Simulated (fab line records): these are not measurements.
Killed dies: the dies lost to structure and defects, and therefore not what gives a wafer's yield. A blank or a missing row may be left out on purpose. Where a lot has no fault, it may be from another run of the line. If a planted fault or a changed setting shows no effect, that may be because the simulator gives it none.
What tool caused it?	flow gf180mcu	6 lots, 18 wafers sampled, at 1 step of a route of 602

## WHAT THE GAUGES SHOWED, per wafer
GF_V4_CD_MEAS_14: the cd target is 260 nm.
lot	measured	on	cd-nm (nm)
L363	day 25 18:31	cd-sem-02	259.8 259.7 260.0
L365	day 26 08:53	cd-sem-01	257.7 258.1 258.8
L368	day 27 01:37	cd-sem-02	261.7 260.6 261.2
L380	day 30 11:53	cd-sem-01	260.7 261.8 260.2
L382	day 31 02:18	cd-sem-02	261.9 261.7 261.2
L384	day 31 10:04	cd-sem-02	258.6 258.3 259.3

## TOOL THAT RAN EACH LOT (tool first, then ch and the chambers of the sampled wafers, then the start)
No process step before these readings appears in the record.

## THE ANSWER, worked out from the rows above alone
Rule: what is usual is taken from the lots themselves. Put in order of their means at a reading, lots are off if they are a third of the lots or fewer, leave a main group of 4 or more, and stand apart from it by a gap of 3 or more times the standard deviation of the main group's means; of several such gaps the widest counts. A main group whose means are all the same, to the digits that the tables above print for the reading, isn't used. Also off: a lot with no number at a reading for which 4 or more lots have one. Where the step has rows for the other lots, those lots are counted as sound.
Across all readings shown, no lot is off: no conclusion can be drawn from this.

## WHAT THE SIMULATOR PUT IN
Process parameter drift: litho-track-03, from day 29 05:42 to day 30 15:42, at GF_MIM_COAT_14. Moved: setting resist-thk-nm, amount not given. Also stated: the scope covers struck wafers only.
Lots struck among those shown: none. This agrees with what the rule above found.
